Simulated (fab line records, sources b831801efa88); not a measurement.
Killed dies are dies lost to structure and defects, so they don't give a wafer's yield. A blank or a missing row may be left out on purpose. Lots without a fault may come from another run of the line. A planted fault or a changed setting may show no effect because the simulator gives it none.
Which tool did it? | flow sky130 | 13 lots, 38 wafers sampled, at 1 step of a route of 708

WHAT THE GAUGES READ, wafer by wafer
SKY_SD_N_OVL_MEAS_08. Usual: SD_N_OVL -0.6 nm, standard deviation 1.5.
lot  | measured     | on         | SD_N_OVL (nm)  | flag
L292 | day 27 19:20 | overlay-01 | 2.1 0.4 0.9    |
L294 | day 28 10:23 | overlay-01 | -2.4 -0.9 -1.1 |
L293 | day 28 10:29 | overlay-02 | -0.4 -1.2 0.6  |
L295 | day 28 22:34 | overlay-01 | 2.2 1.3 0.4    |
L296 | day 29 02:22 | overlay-01 | 1.1 1.0 1.2    |
L298 | day 30 04:16 | overlay-02 | -1.5 -2.7 -2.5 |
L299 | day 30 09:28 | overlay-01 | -1.3 0.4 0.6   |
L305 | day 32 08:23 | overlay-01 | -0.7 -2.3 -2.9 |
L306 | day 32 15:35 | overlay-01 | -0.7 -2.7      |
L310 | day 33 20:53 | overlay-02 | 0.3 -0.1 0.6   |
L312 | day 34 13:38 | overlay-02 | -1.3 2.1 -1.9  |
L314 | day 35 05:13 | overlay-01 | -2.1 -1.5 -0.9 |
L315 | day 35 07:26 | overlay-01 | 0.0 -1.2 0.9   |

WHICH TOOL RAN EACH LOT (tool, then ch and the chambers of the sampled wafers, then the start)
The record holds no process step before these readings.

WHAT THE TOOLS THEMSELVES READ (means of the sampled wafers that have a number; where no wafer has one, the mark that the record gives instead)
The record holds no such reading with a usual standard deviation.

THE ANSWER, worked out from the rows above alone
Rule: a lot is off if the mean of its wafers that have a number lies more than 3 standard deviations from the usual mean. A lot without any number at a reading at which 4 lots or more have one is off too. The other lots that the step has rows for count as sound. The gauges are gone through in route order, then the tools' own readings, and for those a lot's mean is taken as printed above. The first step at which some lot is off is used, and at that step the reading that is off furthest; a lot without a number counts as furthest.
No lot is off at any reading shown: from this, nothing can be told.

WHAT THE SIMULATOR HAD PUT IN
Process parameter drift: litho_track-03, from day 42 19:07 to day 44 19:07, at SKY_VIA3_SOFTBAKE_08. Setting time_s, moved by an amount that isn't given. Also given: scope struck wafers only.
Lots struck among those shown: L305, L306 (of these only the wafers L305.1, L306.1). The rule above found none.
